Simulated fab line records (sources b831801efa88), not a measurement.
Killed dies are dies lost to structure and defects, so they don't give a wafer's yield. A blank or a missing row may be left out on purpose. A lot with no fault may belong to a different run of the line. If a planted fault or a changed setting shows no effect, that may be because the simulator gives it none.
Which of the tools did it? || flow sky130 || 13 lots, 39 wafers sampled, at 2 steps of a route of 708

## WHAT THE GAUGES READ, wafer by wafer
The record holds no reading of a measuring or inspecting step that can be judged against a usual standard deviation.

## TOOL THAT RAN EACH LOT (tool first, then ch and the chambers of the sampled wafers, then the start)
{"lot": "L702", "SKY_LDD_N_EXPOSE_04": "iline-stepper-02 ch 0, day 16 19:52", "SKY_PAD_OPEN_PROBE_99": "-"}
{"lot": "L703", "SKY_LDD_N_EXPOSE_04": "iline-stepper-02 ch 0, day 17 07:46", "SKY_PAD_OPEN_PROBE_99": "-"}
{"lot": "L704", "SKY_LDD_N_EXPOSE_04": "iline-stepper-01 ch 0, day 17 21:35", "SKY_PAD_OPEN_PROBE_99": "prober-01, day 46 03:14"}
{"lot": "L707", "SKY_LDD_N_EXPOSE_04": "iline-stepper-01 ch 0, day 18 13:16", "SKY_PAD_OPEN_PROBE_99": "-"}
{"lot": "L709", "SKY_LDD_N_EXPOSE_04": "iline-stepper-01 ch 0, day 20 19:28", "SKY_PAD_OPEN_PROBE_99": "-"}
{"lot": "L712", "SKY_LDD_N_EXPOSE_04": "iline-stepper-02 ch 0, day 20 20:22", "SKY_PAD_OPEN_PROBE_99": "-"}
{"lot": "L713", "SKY_LDD_N_EXPOSE_04": "iline-stepper-01 ch 0, day 21 07:51", "SKY_PAD_OPEN_PROBE_99": "-"}
{"lot": "L718", "SKY_LDD_N_EXPOSE_04": "iline-stepper-02 ch 0, day 22 20:14", "SKY_PAD_OPEN_PROBE_99": "-"}
{"lot": "L719", "SKY_LDD_N_EXPOSE_04": "iline-stepper-02 ch 0, day 25 03:31", "SKY_PAD_OPEN_PROBE_99": "prober-01, day 50 18:18"}
{"lot": "L722", "SKY_LDD_N_EXPOSE_04": "iline-stepper-01 ch 0, day 25 04:44", "SKY_PAD_OPEN_PROBE_99": "prober-02, day 50 19:01"}
{"lot": "L724", "SKY_LDD_N_EXPOSE_04": "iline-stepper-02 ch 0, day 25 04:59", "SKY_PAD_OPEN_PROBE_99": "prober-02, day 50 20:58"}
{"lot": "L723", "SKY_LDD_N_EXPOSE_04": "iline-stepper-02 ch 0, day 25 07:07", "SKY_PAD_OPEN_PROBE_99": "prober-01, day 50 20:56"}
{"lot": "L725", "SKY_LDD_N_EXPOSE_04": "iline-stepper-02 ch 0, day 25 07:11", "SKY_PAD_OPEN_PROBE_99": "prober-02, day 50 22:21"}
- SKY_LDD_N_EXPOSE_04: exposes mask NTM, target cd 840 nm.
- SKY_PAD_OPEN_PROBE_99

## WHAT THE TOOLS THEMSELVES READ (means of the sampled wafers that have a number; where no wafer has one, the mark that the record gives instead)
SKY_PAD_OPEN_PROBE_99. Usual: killed_at_M0_to_M3 44, standard deviation 7.1; killed_at_M4_up 3.1, standard deviation 1.8; killed-at-contacts 24, standard deviation 5.3; killed-at-front-end 15, standard deviation 4.5; killed-at-other 0.2, standard deviation 0.42; killed-dies 86, standard deviation 9.6; killed-open 46, standard deviation 6.9; killed-short 40, standard deviation 6.4.
{"lot": "L704", "tool": "prober-01", "killed_at_M0_to_M3": 49, "killed_at_M4_up": 3.7, "killed-at-contacts": 22, "killed-at-front-end": 17, "killed-at-other": 0.3, "killed-dies": 92, "killed-open": 54, "killed-short": 38, "flag": ""}
{"lot": "L719", "tool": "prober-01", "killed_at_M0_to_M3": 49, "killed_at_M4_up": 2.0, "killed-at-contacts": 19, "killed-at-front-end": 19, "killed-at-other": 0.0, "killed-dies": 89, "killed-open": 48, "killed-short": 41, "flag": ""}
{"lot": "L722", "tool": "prober-02", "killed_at_M0_to_M3": 40, "killed_at_M4_up": 5.0, "killed-at-contacts": 27, "killed-at-front-end": 16, "killed-at-other": 0.3, "killed-dies": 88, "killed-open": 48, "killed-short": 40, "flag": ""}
{"lot": "L724", "tool": "prober-02", "killed_at_M0_to_M3": 45, "killed_at_M4_up": 2.7, "killed-at-contacts": 20, "killed-at-front-end": 16, "killed-at-other": 0.0, "killed-dies": 84, "killed-open": 45, "killed-short": 39, "flag": ""}
{"lot": "L723", "tool": "prober-01", "killed_at_M0_to_M3": 45, "killed_at_M4_up": 4.7, "killed-at-contacts": 26, "killed-at-front-end": 14, "killed-at-other": 0.0, "killed-dies": 90, "killed-open": 49, "killed-short": 41, "flag": ""}
{"lot": "L725", "tool": "prober-02", "killed_at_M0_to_M3": 43, "killed_at_M4_up": 3.0, "killed-at-contacts": 27, "killed-at-front-end": 17, "killed-at-other": 0.3, "killed-dies": 91, "killed-open": 47, "killed-short": 44, "flag": ""}

## THE ANSWER, worked out from the rows above alone
Rule: take the mean of a lot's wafers that have a number; if it is more than 3 standard deviations from the usual mean, the lot is off. A lot without any number at a reading at which 4 lots or more have one is off too. The other lots that the step has rows for count as sound. After the gauges, taken in route order, come the tools' own readings; for these a lot's mean is taken, as printed above. The first step at which some lot is off is used, and at that step the reading that is off furthest; a lot without a number counts as furthest.
Across all readings shown, no lot is off: no conclusion can be drawn from this.

## WHAT THE SIMULATOR PUT IN
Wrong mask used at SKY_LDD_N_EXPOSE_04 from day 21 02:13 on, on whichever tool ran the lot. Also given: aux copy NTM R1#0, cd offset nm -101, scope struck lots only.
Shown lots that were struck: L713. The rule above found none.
